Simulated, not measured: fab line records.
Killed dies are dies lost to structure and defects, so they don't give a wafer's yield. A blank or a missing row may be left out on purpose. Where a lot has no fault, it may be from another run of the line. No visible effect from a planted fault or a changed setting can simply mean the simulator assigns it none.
Problem report, 8D (eight disciplines) form, completed by code ; flow sky130 ; the parts of the form that need people (team, actions taken, sign-off) are left out

## 1. WHAT WENT WRONG
METAL2_ALCU_THK at SKY_METAL2_THK_MEAS_06 reads a mean of 270.2 nm on 2 wafers of 1 lot; wafers without a fault read 248.9 nm with a standard deviation of 2.6. Measured from the usual mean, that is +8.2 standard deviations.
The step: measures by xrf.
First seen on wafer L782.4, day 40 16:50, on filmMetro-03. At this step, 30 wafers from 10 lots have a number in the record. Rule for "out" (also "out of limits"): further than 4 standard deviations from the usual mean. All remaining wafers that have a number are taken as sound.

## 2. WHAT THIS IS AND IS NOT
question;is;is not
which readings at this step;METAL2_ALCU_THK;-
which lots;L782;L764, L765, L766, L767, L769, L773, L780, L784, L786
which wafers of those lots;L782.4, L782.6;L782.3
read on which gauges;filmMetro-03;filmMetro-02, filmMetro-04
when;from day 40 16:50;"up to then (22 sound wafers); but 6 sound wafers of L784, L786 came after"

## 3. THE SUSPECTS, EACH WITH WHAT RULES IT OUT
Counting: a tool at a process step up to the reading stays a suspect if it ran every lot that is out. Sound lots after the first of them don't rule it out here, since some wafers of a struck lot are sound.
- the gauge at SKY_METAL2_THK_MEAS_06 is ruled out. All the wafers that are out were read on filmMetro-03, but those of them that SKY_METAL2_METAL_ETCH_19 has rows for are out there too, on other tools.
- rieMetal-01 at SKY_METAL1_METAL_ETCH_19 (etches the open film in Cl2/BCl3, stops on SiO2, target depth 360 nm, time 78 s): kept. The lot that is out, L782, ran on it at day 39 12:28; the last sound lot it ran before that was L769, at day 35 19:19.
- pvdSputter-01 at SKY_METAL2_SPUTTER_04 (material TiN, target thk 70 nm, time 58.3 s): kept. The lot that is out, L782, ran on it at day 40 16:40; the last sound lot it ran before that was L773, at day 38 05:32.
Left after counting: rieMetal-01 at SKY_METAL1_METAL_ETCH_19, pvdSputter-01 at SKY_METAL2_SPUTTER_04.

## 4. THE CAUSE (what the simulator had put in)
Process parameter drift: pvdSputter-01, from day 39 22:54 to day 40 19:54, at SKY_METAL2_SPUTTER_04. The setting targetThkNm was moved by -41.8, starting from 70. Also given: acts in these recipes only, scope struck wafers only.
Counting leaves 2 suspects; this tool is one of them.

## 5. SEQUENCE OF EFFECTS, ordered by route
One row per reading whose mean, taken over the struck wafers that have a number, lies over 3 standard deviations from the usual. Scope: only readings with a usual standard deviation given in the record; hours: median across lots of the time from each lot's start at the first step in this table that gives one to its start at this step; sigmas: change in usual standard deviations.
hours;step;reading;usual;on struck wafers;change;sigmas
0;SKY_METAL2_THK_MEAS_06;METAL2_ALCU_THK;248.9 nm;270.2;+21.3;+8.2
24;SKY_METAL2_METAL_ETCH_19;oesProductAu;0.854 a.u.;0.825;-0.029;-5.4
Its process steps:
- SKY_METAL2_METAL_ETCH_19: etches the open film in Cl2/BCl3, stops on SiO2, target depth 360 nm, time 78 s.

## 6. HOW IT WOULD HAVE BEEN CAUGHT EARLIER
In this record the first reading out of limits at a measuring or inspecting step was taken at day 40 16:50, 18 hours after the fault began at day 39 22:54.
No tool reading at SKY_METAL2_SPUTTER_04 that has a usual standard deviation in the record was out on any struck wafer, so an alarm limit of 4 standard deviations on those readings would not have fired.
Each of the lots that are out, 1 in all, had begun SKY_METAL2_SPUTTER_04 on pvdSputter-01 no later than day 40 16:50. None of them would have been spared by holding the tool at that moment.
